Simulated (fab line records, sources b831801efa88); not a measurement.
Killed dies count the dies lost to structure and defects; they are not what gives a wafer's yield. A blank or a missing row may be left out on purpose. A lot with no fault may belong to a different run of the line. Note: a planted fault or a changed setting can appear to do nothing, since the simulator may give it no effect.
Which tool is to blame? / flow sky130 / 72 wafers from 24 lots sampled at 5 of the route's 708 steps

== WHAT THE GAUGES READ, wafer by wafer ==
SKY_NWELL_TW_MEAS_15. Usual: for NWELL_TW the level is 1820 and the standard deviation is 16.
lot=L074; measured=day 5 00:23; on=film-metro-04; NWELL_TW=1832 1843 1835; flag=
lot=L075; measured=day 5 00:55; on=film-metro-03; NWELL_TW=1802 1812 1809; flag=
lot=L076; measured=day 5 08:08; on=film-metro-04; NWELL_TW=1847 1848 1837; flag=
lot=L077; measured=day 5 08:29; on=film-metro-04; NWELL_TW=1845 1832 1844; flag=
lot=L078; measured=day 5 15:37; on=film-metro-01; NWELL_TW=1800 1803 1815; flag=
lot=L079; measured=day 5 19:24; on=film-metro-04; NWELL_TW=1834 1837 1843; flag=
lot=L081; measured=day 6 05:47; on=film-metro-01; NWELL_TW=1809 1811 1811; flag=
lot=L080; measured=day 6 08:11; on=film-metro-03; NWELL_TW=1794 1805 1794; flag=
lot=L082; measured=day 6 12:50; on=film-metro-04; NWELL_TW=1827 1832 1836; flag=
lot=L083; measured=day 6 20:35; on=film-metro-03; NWELL_TW=1806 1800 1800; flag=
lot=L084; measured=day 7 02:23; on=film-metro-04; NWELL_TW=1826 1826 1832; flag=
lot=L085; measured=day 7 07:53; on=film-metro-03; NWELL_TW=1818 1805 1822; flag=
lot=L086; measured=day 7 14:32; on=film-metro-04; NWELL_TW=1822 1826 1823; flag=
lot=L087; measured=day 7 18:19; on=film-metro-03; NWELL_TW=1818 1809 1818; flag=
lot=L088; measured=day 8 00:08; on=film-metro-03; NWELL_TW=1814 1807 1813; flag=
lot=L089; measured=day 8 07:51; on=film-metro-01; NWELL_TW=1824 1821 1810; flag=
lot=L090; measured=day 8 13:40; on=film-metro-01; NWELL_TW=1813 1809 1811; flag=
lot=L091; measured=day 8 16:52; on=film-metro-03; NWELL_TW=1800 1801 1805; flag=
lot=L092; measured=day 8 22:09; on=film-metro-03; NWELL_TW=1814 1811 1812; flag=
lot=L093; measured=day 9 05:37; on=film-metro-04; NWELL_TW=1842 1843 1839; flag=
lot=L094; measured=day 9 11:43; on=film-metro-01; NWELL_TW=1804 1799 1799; flag=
lot=L095; measured=day 9 22:03; on=film-metro-04; NWELL_TW=1834 1835 1827; flag=
lot=L096; measured=day 10 01:19; on=film-metro-01; NWELL_TW=1810 1801 1798; flag=
lot=L097; measured=day 10 08:24; on=film-metro-04; NWELL_TW=1853 1855 1847; flag=

SKY_SPACER_THK_MEAS_01. Usual: for SPACER_CVD_00_THK the level is 42.9 nm and the standard deviation is 0.38.
lot=L074; measured=day 23 14:48; on=film-metro-01; SPACER_CVD_00_THK (nm)=43.3 43.3 43.4; flag=
lot=L075; measured=day 23 18:24; on=film-metro-01; SPACER_CVD_00_THK (nm)=43.0 43.4 43.4; flag=
lot=L076; measured=day 24 16:47; on=film-metro-04; SPACER_CVD_00_THK (nm)=42.8 43.2 43.1; flag=
lot=L077; measured=day 24 14:13; on=film-metro-04; SPACER_CVD_00_THK (nm)=42.9 43.0 43.0; flag=
lot=L078; measured=day 25 00:45; on=film-metro-04; SPACER_CVD_00_THK (nm)=43.1 43.1 43.5; flag=
lot=L079; measured=day 25 02:24; on=film-metro-04; SPACER_CVD_00_THK (nm)=43.6 44.0 43.7; flag=
lot=L081; measured=day 25 12:55; on=film-metro-03; SPACER_CVD_00_THK (nm)=43.2 42.9 43.0; flag=
lot=L080; measured=day 25 17:39; on=film-metro-03; SPACER_CVD_00_THK (nm)=42.7 42.6 42.8; flag=
lot=L082; measured=day 26 01:36; on=film-metro-03; SPACER_CVD_00_THK (nm)=42.1 42.3 42.0; flag=
lot=L083; measured=day 26 15:05; on=film-metro-01; SPACER_CVD_00_THK (nm)=42.9 43.2 43.2; flag=
lot=L084; measured=day 26 22:39; on=film-metro-01; SPACER_CVD_00_THK (nm)=42.5 42.2 42.3; flag=
lot=L085; measured=day 27 04:28; on=film-metro-01; SPACER_CVD_00_THK (nm)=43.2 43.2 43.0; flag=
lot=L086; measured=day 27 10:54; on=film-metro-04; SPACER_CVD_00_THK (nm)=42.7 42.4 42.2; flag=
lot=L087; measured=day 27 21:33; on=film-metro-01; SPACER_CVD_00_THK (nm)=42.8 42.7 42.6; flag=
lot=L088; measured=day 28 03:13; on=film-metro-04; SPACER_CVD_00_THK (nm)=43.1 42.9 42.8; flag=
lot=L089; measured=day 28 10:42; on=film-metro-03; SPACER_CVD_00_THK (nm)=43.0 43.0 42.8; flag=
lot=L090; measured=day 28 23:46; on=film-metro-04; SPACER_CVD_00_THK (nm)=43.5 43.5 43.3; flag=
lot=L091; measured=day 28 22:34; on=film-metro-01; SPACER_CVD_00_THK (nm)=42.7 42.3 42.8; flag=
lot=L092; measured=day 29 06:59; on=film-metro-03; SPACER_CVD_00_THK (nm)=42.5 42.3 42.3; flag=
lot=L093; measured=day 29 17:43; on=film-metro-03; SPACER_CVD_00_THK (nm)=42.6 42.0 42.3; flag=
lot=L094; measured=day 29 19:36; on=film-metro-04; SPACER_CVD_00_THK (nm)=42.8 43.0 43.0; flag=
lot=L095; measured=day 30 10:41; on=film-metro-03; SPACER_CVD_00_THK (nm)=42.7 42.7 42.8; flag=
lot=L096; measured=day 30 18:10; on=film-metro-03; SPACER_CVD_00_THK (nm)=42.8 42.6 42.5; flag=
lot=L097; measured=day 30 22:48; on=film-metro-04; SPACER_CVD_00_THK (nm)=43.0 43.1 42.8; flag=

SKY_LI_CONTACT_THK_MEAS_23: measures by xrf. Usual: for LI_CONTACT_W_THK the level is 397 nm and the standard deviation is 6.9.
lot=L074; measured=day 29 19:16; on=film-metro-02; LI_CONTACT_W_THK (nm)=394 392 394; flag=
lot=L075; measured=day 29 21:54; on=film-metro-02; LI_CONTACT_W_THK (nm)=392 386 386; flag=
lot=L076; measured=day 30 20:07; on=film-metro-01; LI_CONTACT_W_THK (nm)=404 403 402; flag=
lot=L077; measured=day 30 18:16; on=film-metro-02; LI_CONTACT_W_THK (nm)=392 393 393; flag=
lot=L078; measured=day 31 03:05; on=film-metro-01; LI_CONTACT_W_THK (nm)=404 404 405; flag=
lot=L079; measured=day 31 04:39; on=film-metro-03; LI_CONTACT_W_THK (nm)=398 401 402; flag=
lot=L081; measured=day 31 14:42; on=film-metro-02; LI_CONTACT_W_THK (nm)=391 389 389; flag=
lot=L080; measured=day 31 17:37; on=film-metro-02; LI_CONTACT_W_THK (nm)=390 389 391; flag=
lot=L082; measured=day 32 02:20; on=film-metro-03; LI_CONTACT_W_THK (nm)=402 395 406; flag=
lot=L083; measured=day 32 13:40; on=film-metro-03; LI_CONTACT_W_THK (nm)=402 403 407; flag=
lot=L084; measured=day 32 22:43; on=film-metro-03; LI_CONTACT_W_THK (nm)=405 408 408; flag=
lot=L085; measured=day 33 03:49; on=film-metro-03; LI_CONTACT_W_THK (nm)=395 394 399; flag=
lot=L086; measured=day 33 09:37; on=film-metro-03; LI_CONTACT_W_THK (nm)=403 402 401; flag=
lot=L087; measured=day 33 18:14; on=film-metro-03; LI_CONTACT_W_THK (nm)=395 394 396; flag=
lot=L088; measured=day 34 01:14; on=film-metro-02; LI_CONTACT_W_THK (nm)=389 390 397; flag=
lot=L089; measured=day 34 07:08; on=film-metro-02; LI_CONTACT_W_THK (nm)=406 403 396; flag=
lot=L090; measured=day 34 19:04; on=film-metro-03; LI_CONTACT_W_THK (nm)=403 402 395; flag=
lot=L091; measured=day 34 19:01; on=film-metro-01; LI_CONTACT_W_THK (nm)=409 398 398; flag=
lot=L092; measured=day 35 03:15; on=film-metro-03; LI_CONTACT_W_THK (nm)=395 392 390; flag=
lot=L093; measured=day 35 13:30; on=film-metro-02; LI_CONTACT_W_THK (nm)=387 387 386; flag=
lot=L094; measured=day 35 14:37; on=film-metro-01; LI_CONTACT_W_THK (nm)=400 404 400; flag=
lot=L095; measured=day 36 04:47; on=film-metro-03; LI_CONTACT_W_THK (nm)=400 396 400; flag=
lot=L096; measured=day 36 12:11; on=film-metro-02; LI_CONTACT_W_THK (nm)=384 389 385; flag=
lot=L097; measured=day 36 16:45; on=film-metro-02; LI_CONTACT_W_THK (nm)=386 384 387; flag=

SKY_CONTACT_CD_MEAS_14 targets a cd of 170 nm. Usual: cd-nm 170.1 nm, standard deviation 1.6.
lot=L074; measured=day 32 04:52; on=cd-sem-01; cd-nm (nm)=168.6 169.3 168.2; flag=
lot=L075; measured=day 32 07:31; on=cd-sem-01; cd-nm (nm)=168.4 170.6 169.2; flag=
lot=L076; measured=day 33 04:55; on=cd-sem-01; cd-nm (nm)=173.2 173.5 173.3; flag=
lot=L077; measured=day 33 03:21; on=cd-sem-01; cd-nm (nm)=171.0 169.7 170.3; flag=
lot=L078; measured=day 33 11:41; on=cd-sem-02; cd-nm (nm)=167.8 168.3 168.5; flag=
lot=L079; measured=day 33 12:53; on=cd-sem-01; cd-nm (nm)=171.0 170.7 170.7; flag=
lot=L081; measured=day 33 23:14; on=cd-sem-01; cd-nm (nm)=167.5 167.8 170.2; flag=
lot=L080; measured=day 34 02:06; on=cd-sem-01; cd-nm (nm)=171.2 170.9 167.9; flag=
lot=L082; measured=day 34 10:52; on=cd-sem-02; cd-nm (nm)=168.9 171.1 169.0; flag=
lot=L083; measured=day 34 20:25; on=cd-sem-01; cd-nm (nm)=170.8 172.1 171.7; flag=
lot=L084; measured=day 35 05:37; on=cd-sem-02; cd-nm (nm)=170.6 170.3 170.9; flag=
lot=L085; measured=day 35 10:37; on=cd-sem-01; cd-nm (nm)=168.7 169.3 169.3; flag=
lot=L086; measured=day 35 16:28; on=cd-sem-01; cd-nm (nm)=173.5 173.0 172.7; flag=
lot=L087; measured=day 36 01:17; on=cd-sem-01; cd-nm (nm)=169.1 167.7 169.1; flag=
lot=L088; measured=day 36 07:20; on=cd-sem-02; cd-nm (nm)=168.0 167.3 167.7; flag=
lot=L089; measured=day 36 14:20; on=cd-sem-02; cd-nm (nm)=171.9 170.6 172.1; flag=
lot=L090; measured=day 37 01:12; on=cd-sem-02; cd-nm (nm)=170.5 171.3 171.7; flag=
lot=L091; measured=day 37 01:03; on=cd-sem-01; cd-nm (nm)=169.5 168.8 170.7; flag=
lot=L092; measured=day 37 09:04; on=cd-sem-01; cd-nm (nm)=169.9 169.4 168.7; flag=
lot=L093; measured=day 37 19:43; on=cd-sem-02; cd-nm (nm)=171.9 173.1 172.4; flag=
lot=L094; measured=day 37 21:15; on=cd-sem-01; cd-nm (nm)=168.9 168.8 167.6; flag=
lot=L095; measured=day 38 09:56; on=cd-sem-02; cd-nm (nm)=173.4 173.6 172.2; flag=
lot=L096; measured=day 38 17:45; on=cd-sem-01; cd-nm (nm)=169.3 169.1 168.6; flag=
lot=L097; measured=day 38 23:16; on=cd-sem-01; cd-nm (nm)=170.9 169.1 169.9; flag=

== TOOL THAT RAN EACH LOT (tool first, then ch and the chambers of the sampled wafers, then the start) ==
lot=L074; SKY_VT_ADJUST_HVTP_STRIP_10=plasma-asher-03 ch 1, day 6 13:41
lot=L075; SKY_VT_ADJUST_HVTP_STRIP_10=plasma-asher-03 ch 0,1, day 6 14:30
lot=L076; SKY_VT_ADJUST_HVTP_STRIP_10=plasma-asher-04 ch 0,1, day 6 22:07
lot=L077; SKY_VT_ADJUST_HVTP_STRIP_10=plasma-asher-02 ch 0, day 6 22:25
lot=L078; SKY_VT_ADJUST_HVTP_STRIP_10=plasma-asher-02 ch 1, day 7 06:36
lot=L079; SKY_VT_ADJUST_HVTP_STRIP_10=plasma-asher-02 ch 0,1, day 7 11:05
lot=L081; SKY_VT_ADJUST_HVTP_STRIP_10=plasma-asher-04 ch 0,1, day 7 22:35
lot=L080; SKY_VT_ADJUST_HVTP_STRIP_10=plasma-asher-02 ch 0,1, day 8 00:31
lot=L082; SKY_VT_ADJUST_HVTP_STRIP_10=plasma-asher-03 ch 0, day 8 05:25
lot=L083; SKY_VT_ADJUST_HVTP_STRIP_10=plasma-asher-02 ch 0,1, day 8 13:57
lot=L084; SKY_VT_ADJUST_HVTP_STRIP_10=plasma-asher-03 ch 0,1, day 8 19:39
lot=L085; SKY_VT_ADJUST_HVTP_STRIP_10=plasma-asher-03 ch 0,1, day 9 01:20
lot=L086; SKY_VT_ADJUST_HVTP_STRIP_10=plasma-asher-04 ch 0,1, day 9 08:58
lot=L087; SKY_VT_ADJUST_HVTP_STRIP_10=plasma-asher-04 ch 0,1, day 9 13:28
lot=L088; SKY_VT_ADJUST_HVTP_STRIP_10=plasma-asher-04 ch 0,1, day 9 20:02
lot=L089; SKY_VT_ADJUST_HVTP_STRIP_10=plasma-asher-02 ch 0, day 10 03:31
lot=L090; SKY_VT_ADJUST_HVTP_STRIP_10=plasma-asher-04 ch 0,1, day 10 10:25
lot=L091; SKY_VT_ADJUST_HVTP_STRIP_10=plasma-asher-03 ch 0,1, day 10 14:40
lot=L092; SKY_VT_ADJUST_HVTP_STRIP_10=plasma-asher-02 ch 0,1, day 10 20:11
lot=L093; SKY_VT_ADJUST_HVTP_STRIP_10=plasma-asher-03 ch 0,1, day 11 03:45
lot=L094; SKY_VT_ADJUST_HVTP_STRIP_10=plasma-asher-03 ch 0,1, day 11 09:19
lot=L095; SKY_VT_ADJUST_HVTP_STRIP_10=plasma-asher-04 ch 0,1, day 11 21:16
lot=L096; SKY_VT_ADJUST_HVTP_STRIP_10=plasma-asher-02 ch 0,1, day 12 00:45
lot=L097; SKY_VT_ADJUST_HVTP_STRIP_10=plasma-asher-04 ch 0,1, day 12 09:03
- SKY_VT_ADJUST_HVTP_STRIP_10: strips in O2/N2.

== AS READ BY THE TOOLS THEMSELVES (means over the sampled wafers that have a number; for cases with no such wafer, the mark the record gives instead) ==
SKY_VT_ADJUST_HVTP_STRIP_10. Usual: chamber-pressure-mTorr 1500.0 mTorr, standard deviation 1.4; drypump-motor-current-A 5.5 A, standard deviation 0.44; oes-product-au 0.715 a.u., standard deviation 0.0044; strip-time-to-endpoint-s 14.19 s, standard deviation 0.043.
lot=L074; tool=plasma-asher-03; chamber-pressure-mTorr (mTorr)=1500.4; drypump-motor-current-A (A)=6.2; oes-product-au (a.u.)=0.716; strip-time-to-endpoint-s (s)=14.24; flag=
lot=L075; tool=plasma-asher-03; chamber-pressure-mTorr (mTorr)=1500.2; drypump-motor-current-A (A)=5.6; oes-product-au (a.u.)=0.718; strip-time-to-endpoint-s (s)=14.15; flag=
lot=L076; tool=plasma-asher-04; chamber-pressure-mTorr (mTorr)=1499.7; drypump-motor-current-A (A)=5.3; oes-product-au (a.u.)=0.718; strip-time-to-endpoint-s (s)=14.16; flag=
lot=L077; tool=plasma-asher-02; chamber-pressure-mTorr (mTorr)=1499.3; drypump-motor-current-A (A)=5.2; oes-product-au (a.u.)=0.715; strip-time-to-endpoint-s (s)=14.23; flag=
lot=L078; tool=plasma-asher-02; chamber-pressure-mTorr (mTorr)=1499.4; drypump-motor-current-A (A)=5.9; oes-product-au (a.u.)=0.714; strip-time-to-endpoint-s (s)=14.17; flag=
lot=L079; tool=plasma-asher-02; chamber-pressure-mTorr (mTorr)=1500.7; drypump-motor-current-A (A)=5.4; oes-product-au (a.u.)=0.713; strip-time-to-endpoint-s (s)=14.18; flag=
lot=L081; tool=plasma-asher-04; chamber-pressure-mTorr (mTorr)=1498.4; drypump-motor-current-A (A)=5.3; oes-product-au (a.u.)=0.713; strip-time-to-endpoint-s (s)=14.23; flag=
lot=L080; tool=plasma-asher-02; chamber-pressure-mTorr (mTorr)=1499.4; drypump-motor-current-A (A)=5.7; oes-product-au (a.u.)=0.714; strip-time-to-endpoint-s (s)=14.13; flag=
lot=L082; tool=plasma-asher-03; chamber-pressure-mTorr (mTorr)=1500.5; drypump-motor-current-A (A)=5.3; oes-product-au (a.u.)=0.716; strip-time-to-endpoint-s (s)=14.24; flag=
lot=L083; tool=plasma-asher-02; chamber-pressure-mTorr (mTorr)=1500.0; drypump-motor-current-A (A)=5.7; oes-product-au (a.u.)=0.721; strip-time-to-endpoint-s (s)=14.21; flag=
lot=L084; tool=plasma-asher-03; chamber-pressure-mTorr (mTorr)=1499.6; drypump-motor-current-A (A)=5.9; oes-product-au (a.u.)=0.712; strip-time-to-endpoint-s (s)=14.21; flag=
lot=L085; tool=plasma-asher-03; chamber-pressure-mTorr (mTorr)=1500.3; drypump-motor-current-A (A)=5.9; oes-product-au (a.u.)=0.718; strip-time-to-endpoint-s (s)=14.20; flag=
lot=L086; tool=plasma-asher-04; chamber-pressure-mTorr (mTorr)=1500.1; drypump-motor-current-A (A)=5.1; oes-product-au (a.u.)=0.712; strip-time-to-endpoint-s (s)=14.24; flag=
lot=L087; tool=plasma-asher-04; chamber-pressure-mTorr (mTorr)=1500.1; drypump-motor-current-A (A)=5.3; oes-product-au (a.u.)=0.713; strip-time-to-endpoint-s (s)=14.23; flag=
lot=L088; tool=plasma-asher-04; chamber-pressure-mTorr (mTorr)=1498.7; drypump-motor-current-A (A)=5.1; oes-product-au (a.u.)=0.718; strip-time-to-endpoint-s (s)=14.23; flag=
lot=L089; tool=plasma-asher-02; chamber-pressure-mTorr (mTorr)=1498.8; drypump-motor-current-A (A)=5.2; oes-product-au (a.u.)=0.717; strip-time-to-endpoint-s (s)=14.21; flag=
lot=L090; tool=plasma-asher-04; chamber-pressure-mTorr (mTorr)=1501.2; drypump-motor-current-A (A)=5.1; oes-product-au (a.u.)=0.718; strip-time-to-endpoint-s (s)=14.15; flag=
lot=L091; tool=plasma-asher-03; chamber-pressure-mTorr (mTorr)=1500.0; drypump-motor-current-A (A)=5.9; oes-product-au (a.u.)=0.719; strip-time-to-endpoint-s (s)=14.19; flag=
lot=L092; tool=plasma-asher-02; chamber-pressure-mTorr (mTorr)=1500.6; drypump-motor-current-A (A)=5.4; oes-product-au (a.u.)=0.715; strip-time-to-endpoint-s (s)=14.20; flag=
lot=L093; tool=plasma-asher-03; chamber-pressure-mTorr (mTorr)=1500.7; drypump-motor-current-A (A)=5.9; oes-product-au (a.u.)=0.715; strip-time-to-endpoint-s (s)=14.23; flag=
lot=L094; tool=plasma-asher-03; chamber-pressure-mTorr (mTorr)=1500.3; drypump-motor-current-A (A)=5.9; oes-product-au (a.u.)=0.716; strip-time-to-endpoint-s (s)=14.12; flag=
lot=L095; tool=plasma-asher-04; chamber-pressure-mTorr (mTorr)=1499.8; drypump-motor-current-A (A)=5.1; oes-product-au (a.u.)=0.712; strip-time-to-endpoint-s (s)=14.25; flag=
lot=L096; tool=plasma-asher-02; chamber-pressure-mTorr (mTorr)=1499.3; drypump-motor-current-A (A)=5.4; oes-product-au (a.u.)=0.715; strip-time-to-endpoint-s (s)=14.13; flag=
lot=L097; tool=plasma-asher-04; chamber-pressure-mTorr (mTorr)=1499.9; drypump-motor-current-A (A)=5.3; oes-product-au (a.u.)=0.717; strip-time-to-endpoint-s (s)=14.16; flag=

== THE ANSWER, worked out from the rows above alone ==
Rule: take the mean of a lot's wafers that have a number; if it is more than 3 standard deviations from the usual mean, the lot is off. A lot without any number at a reading at which 4 lots or more have one is off too. Where the step has rows for the other lots, those lots are counted as sound. First the gauges in route order, then the tools' own readings, where a lot's mean is used as printed above. The first step at which some lot is off is used, and at that step the reading that is off furthest; a lot without a number counts as furthest.
No lot is off at any reading shown: from this, nothing can be told.

== WHAT THE SIMULATOR HAD INSERTED ==
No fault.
